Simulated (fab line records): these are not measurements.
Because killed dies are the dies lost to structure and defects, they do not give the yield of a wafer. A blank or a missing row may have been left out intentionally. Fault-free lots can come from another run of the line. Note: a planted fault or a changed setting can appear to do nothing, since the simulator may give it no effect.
Chamber matching || flow gf180mcu || 4 sister chambers for GF_V5_ETCH_16 on rie_diel-04
The step etches BARC in N2/H2. 8 wafers are shown with their chamber, then 7 later ones without.

## WAFERS PAIRED WITH THEIR CHAMBERS
{"wafer": "L319.4", "chamber": 2, "drypump_motor_current_A (A)": 6.1, "throttle_valve_pct (%)": 13.220}
{"wafer": "L329.5", "chamber": 3, "drypump_motor_current_A (A)": 5.4, "throttle_valve_pct (%)": 13.225}
{"wafer": "L329.6", "chamber": 2, "drypump_motor_current_A (A)": 6.1, "throttle_valve_pct (%)": 13.227}
{"wafer": "L330.2", "chamber": 0, "drypump_motor_current_A (A)": 6.1, "throttle_valve_pct (%)": 13.236}
{"wafer": "L330.3", "chamber": 1, "drypump_motor_current_A (A)": 4.8, "throttle_valve_pct (%)": 13.213}
{"wafer": "L330.6", "chamber": 3, "drypump_motor_current_A (A)": 5.3, "throttle_valve_pct (%)": 13.226}
{"wafer": "L331.1", "chamber": 1, "drypump_motor_current_A (A)": 4.9, "throttle_valve_pct (%)": 13.233}
{"wafer": "L331.3", "chamber": 0, "drypump_motor_current_A (A)": 6.1, "throttle_valve_pct (%)": 13.216}

## WAFERS MISSING THEIR CHAMBER
{"wafer": "L331.5", "drypump_motor_current_A (A)": 6.1, "throttle_valve_pct (%)": 13.215}
{"wafer": "L332.2", "drypump_motor_current_A (A)": 4.8, "throttle_valve_pct (%)": 13.233}
{"wafer": "L332.3", "drypump_motor_current_A (A)": 6.1, "throttle_valve_pct (%)": 13.227}
{"wafer": "L332.6", "drypump_motor_current_A (A)": 5.4, "throttle_valve_pct (%)": 13.230}
{"wafer": "L334.3", "drypump_motor_current_A (A)": 5.4, "throttle_valve_pct (%)": 13.230}
{"wafer": "L334.5", "drypump_motor_current_A (A)": 6.1, "throttle_valve_pct (%)": 13.212}
{"wafer": "L334.6", "drypump_motor_current_A (A)": 4.8, "throttle_valve_pct (%)": 13.216}

## THE CHAMBER EACH PASSED THROUGH
{"wafer": "L331.5", "from the rows above": "can't be placed: 2 or 0", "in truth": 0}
{"wafer": "L332.2", "from the rows above": 1, "in truth": 1}
{"wafer": "L332.3", "from the rows above": "can't be placed: 0 or 2", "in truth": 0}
{"wafer": "L332.6", "from the rows above": 3, "in truth": 3}
{"wafer": "L334.3", "from the rows above": 3, "in truth": 3}
{"wafer": "L334.5", "from the rows above": "can't be placed: 2 or 0", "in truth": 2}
{"wafer": "L334.6", "from the rows above": 1, "in truth": 1}
Placed correctly: 4 of 7. Unplaceable from these rows: 3, with the true chamber sitting among the candidates in 3. Wrongly placed: 0.
How it was worked out, from the rows above alone: a wafer's distance from a chamber is the root of the sum, over the readings, of the square of ((its reading less the chamber's mean) divided by the reading's scatter). The wafer belongs to the nearest chamber; if the next one is less than 2 further off, it can't be placed. A chamber's mean is the mean of its shown wafers. How the scatter is found: for the shown wafers, subtract from each reading the mean of its chamber, square and add these, divide the total by (wafers less chambers), then take the root.
